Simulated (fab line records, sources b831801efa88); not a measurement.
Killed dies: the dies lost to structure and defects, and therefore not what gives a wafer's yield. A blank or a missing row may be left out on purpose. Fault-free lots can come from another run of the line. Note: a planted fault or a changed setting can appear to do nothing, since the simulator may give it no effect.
A single fault, viewed from 2 desks / flow sky130 / numbers are kept per desk, each desk with only its own; the story behind them comes last

== THE METROLOGY DESK ==
What the gauges read, lot by lot, whatever tool the lot ran on: means of the sampled wafers that have a number. A lot is out of limits, marked OUT, if its mean lies more than 4 standard deviations from the usual mean; the brackets give that distance.
Columns: A = PWDE_TW at SKY_PWDE_TW_MEAS_10, usual 378
lot=L219; first seen here=day 3 22:44; A=383
lot=L220; first seen here=day 4 02:15; A=384
lot=L222; first seen here=day 4 12:50; A=374
lot=L223; first seen here=day 4 16:58; A=383
lot=L224; first seen here=day 5 00:47; A=385
lot=L227; first seen here=day 5 09:43; A=385
lot=L235; first seen here=day 8 00:02; A=374
lot=L231; first seen here=day 8 00:23; A=374
lot=L232; first seen here=day 8 02:17; A=373
lot=L236; first seen here=day 8 02:38; A=375
lot=L239; first seen here=day 8 14:08; A=373
lot=L241; first seen here=day 9 02:47; A=383
Finding of this desk: none of the 12 lots has anything out of limits.

== THE TOOL OWNER'S DESK: rie si-02 ==
The tool's own readings at SKY_FIELD_ISO_ETCH_17 (etches Si in HBr/Cl2/O2, target depth 342 nm, time 97.7 s): means of the sampled wafers that have a number, for each lot that ran on this tool. A lot is out of limits, marked OUT, if its mean lies more than 4 standard deviations from the usual mean; the brackets give that distance.
Columns: A = bias w at SKY_FIELD_ISO_ETCH_17, usual 150.0 W; B = drypump motor current A at SKY_FIELD_ISO_ETCH_17, usual 5.5 A; C = oes product au at SKY_FIELD_ISO_ETCH_17, usual 0.994 a.u.; D = throttle valve pct at SKY_FIELD_ISO_ETCH_17, usual 25.660 %
lot=L219; first seen here=day 2 05:10; A=150.2; B=5.5; C=0.990; D=25.669
lot=L220; first seen here=day 2 11:20; A=149.8; B=5.7; C=0.987; D=25.652
lot=L223; first seen here=day 3 02:29; A=149.9; B=5.4; C=0.991; D=25.661
lot=L224; first seen here=day 3 07:34; A=149.8; B=5.8; C=0.999; D=25.659
lot=L231; first seen here=day 6 02:10; A=168.2 (+42) OUT; B=5.2; C=1.009; D=25.654
lot=L232; first seen here=day 6 02:31; A=167.9 (+42) OUT; B=5.2; C=1.005; D=25.653
This desk finds L231, L232 out of limits, L231 being first, at day 6 02:10 (bias w at SKY_FIELD_ISO_ETCH_17). Within limits: L219, L220, L223, L224.

== BROUGHT TOGETHER ==
The tool owner's desk had the chance to raise an alarm at day 6 02:10 on L231, L232.
From the metrology desk's view, nothing was out of limits.
The metrology desk holds a record of L231, L232, inside its limits.
On rie si-02, each named lot ran SKY_FIELD_ISO_ETCH_17.

== WHAT HAD BEEN PUT IN BY THE SIMULATOR ==
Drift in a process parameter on rie si-02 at SKY_FIELD_ISO_ETCH_17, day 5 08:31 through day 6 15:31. From 150, the setting bias w moved by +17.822. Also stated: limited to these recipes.
Lots struck among those shown: L231, L232.
Delay in hours, fault start to first out-of-limits reading, by desk: the tool owner's desk at 18.
